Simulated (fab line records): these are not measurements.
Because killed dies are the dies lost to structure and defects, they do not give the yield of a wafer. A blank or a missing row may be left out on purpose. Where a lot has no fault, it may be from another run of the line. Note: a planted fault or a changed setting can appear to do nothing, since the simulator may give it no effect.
Matching of chambers / flow sky130 / SKY_VIA3_ETCH_15 on rie_diel-02: 4 sister chambers
The step etches SiO2 in C4F8/O2/Ar, stops on TiN, target depth 507 nm, time 78 s. 8 wafers are shown with their chamber, then 12 later ones without.

## WAFERS PAIRED WITH THEIR CHAMBERS
wafer=L085.1; chamber=0; oes_product_au (a.u.)=0.946
wafer=L086.2; chamber=3; oes_product_au (a.u.)=0.944
wafer=L086.4; chamber=1; oes_product_au (a.u.)=0.947
wafer=L086.5; chamber=2; oes_product_au (a.u.)=0.947
wafer=L086.6; chamber=3; oes_product_au (a.u.)=0.940
wafer=L092.1; chamber=2; oes_product_au (a.u.)=0.938
wafer=L092.3; chamber=0; oes_product_au (a.u.)=0.936
wafer=L092.4; chamber=1; oes_product_au (a.u.)=0.946

## WAFERS WITH NO CHAMBER GIVEN
wafer=L093.1; oes_product_au (a.u.)=0.953
wafer=L093.2; oes_product_au (a.u.)=0.947
wafer=L093.3; oes_product_au (a.u.)=0.938
wafer=L093.4; oes_product_au (a.u.)=0.950
wafer=L093.5; oes_product_au (a.u.)=0.944
wafer=L093.6; oes_product_au (a.u.)=0.944
wafer=L095.3; oes_product_au (a.u.)=0.951
wafer=L095.4; oes_product_au (a.u.)=0.945
wafer=L095.5; oes_product_au (a.u.)=0.950
wafer=L096.1; oes_product_au (a.u.)=0.947
wafer=L096.2; oes_product_au (a.u.)=0.947
wafer=L096.5; oes_product_au (a.u.)=0.941

## WHICH CHAMBER EACH WENT THROUGH
wafer=L093.1; from the rows above=can't be placed: 1 or 2 or 3 or 0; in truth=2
wafer=L093.2; from the rows above=can't be placed: 1 or 2 or 3 or 0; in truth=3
wafer=L093.3; from the rows above=can't be placed: 0 or 3 or 2 or 1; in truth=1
wafer=L093.4; from the rows above=can't be placed: 1 or 2 or 3 or 0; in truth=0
wafer=L093.5; from the rows above=can't be placed: 2 or 3 or 1 or 0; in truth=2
wafer=L093.6; from the rows above=can't be placed: 2 or 3 or 1 or 0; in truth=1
wafer=L095.3; from the rows above=can't be placed: 1 or 2 or 3 or 0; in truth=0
wafer=L095.4; from the rows above=can't be placed: 1 or 2 or 3 or 0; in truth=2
wafer=L095.5; from the rows above=can't be placed: 1 or 2 or 3 or 0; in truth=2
wafer=L096.1; from the rows above=can't be placed: 1 or 2 or 3 or 0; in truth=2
wafer=L096.2; from the rows above=can't be placed: 1 or 2 or 3 or 0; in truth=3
wafer=L096.5; from the rows above=can't be placed: 0 or 3 or 2 or 1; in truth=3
Placed correctly: 0 of 12. Cannot be placed on the basis of these rows: 12; the candidates contain the true chamber in 12. Number placed wrongly: 0.
How it was worked out, from the rows above alone: a wafer's distance from a chamber is the root of the sum, over the readings, of the square of ((its reading less the chamber's mean) divided by the reading's scatter). If the next closest chamber is less than 2 further off than the closest, the wafer can't be placed; otherwise it belongs to the closest. A chamber's mean is the mean of its shown wafers. How the scatter is found: for the shown wafers, subtract from each reading the mean of its chamber, square and add these, divide the total by (wafers less chambers), then take the root.
